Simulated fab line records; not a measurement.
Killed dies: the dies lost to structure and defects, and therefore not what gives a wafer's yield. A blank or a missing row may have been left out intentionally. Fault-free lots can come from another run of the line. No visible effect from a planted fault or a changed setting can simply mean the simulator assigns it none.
Problem report, 8D (eight disciplines) form, completed by code | flow gf180mcu | the parts of the form that need people (team, actions taken, sign-off) are left out

## 1. THE ISSUE
Mean of stripTimeToEndpointS at GF_DNWELL_STRIP_08: 38.08 s across 6 wafers in 2 lots; on wafers with no fault it is 37.00 s (standard deviation 0.11). Relative to the usual mean, that is a shift of +9.8 standard deviations.
The step: strips in O2/N2.
First observed at day 5 02:29: wafer L554.3, on plasmaAsher-03. The record has a number at this step for 36 wafers belonging to 12 lots. Rule for "out" (also "out of limits"): further than 4 standard deviations from the usual mean. Any other wafer with a number is counted as sound.

## 2. WHAT IT IS, WHAT IT ISN'T
question                    | is                     | is not
which readings at this step | stripTimeToEndpointS   | drypumpMotorCurrentA, heaterPowerW, oesProductAu, platenTempC
which lots                  | L554, L555             | L544, L545, L546, L547, L548, L559, L561, L563, L566, L567
which wafers of those lots  | all that have a number | -
read on which tools         | plasmaAsher-03         | plasmaAsher-02, plasmaAsher-04
when                        | from day 5 02:29       | up to then (15 sound wafers); but 15 sound wafers of L559, L561, L563, L566, L567 came after

## 3. THE SUSPECTS, EACH WITH WHAT RULES IT OUT
Counting: any tool at a process step up to the reading is kept as a suspect provided that every lot that is out went through it and no sound lot did after the first of them.
- lithoTrack-03 at GF_DNWELL_COAT_02 (resist thk 3000 nm): kept. All lots that are out passed through it, beginning with L554 at day 4 19:07, and no sound lot followed; its final sound lot before that point was L546 at day 3 01:25.
- plasmaAsher-03 at GF_DNWELL_STRIP_08 (strips in O2/N2): ruled out as a lasting fault. The sound lots L559, L563 went through it after L554, its earliest lot that is out (day 5 02:29).
After counting, what remains is lithoTrack-03 at GF_DNWELL_COAT_02.

## 4. THE CAUSE (what the simulator had put in)
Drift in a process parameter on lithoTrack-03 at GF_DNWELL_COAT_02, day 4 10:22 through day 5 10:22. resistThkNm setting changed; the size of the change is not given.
This tool alone remained once counting was done.

## 5. THE EFFECT CHAIN, in route order
One row per reading whose mean, taken over the struck wafers that have a number, lies over 3 standard deviations from the usual. Only readings for which the record gives a usual standard deviation are gone through. hours: the time from each lot's start at the first step in this table that gives one to its start at this step, as a median over the lots. sigmas: the change in usual standard deviations.
hours | step               | reading              | usual   | on struck wafers | change | sigmas
0     | GF_DNWELL_STRIP_08 | stripTimeToEndpointS | 37.00 s | 38.08            | +1.08  | +9.8
It contains these process steps:
- GF_DNWELL_STRIP_08: strips in O2/N2.
Later measuring or inspecting steps at which every struck wafer that the step has a row for has a number for every such reading, and none has moved that far: GF_DUAL_GATE_THK_MEAS_03, GF_POLY_GATE_CD_MEAS_18.

## 6. WHAT WOULD HAVE CAUGHT IT SOONER
The fault began at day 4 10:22; the first out-of-limits reading in this record came at day 5 02:29, 16 hours later.
Tool readings at GF_DNWELL_COAT_02 with a usual standard deviation given in the record: none out on any struck wafer, hence no alarm at a limit of 4 standard deviations on them.
Lots out: 2; all had begun GF_DNWELL_COAT_02 on lithoTrack-03 by day 5 02:29. Holding the tool at that point would not have protected any of them.
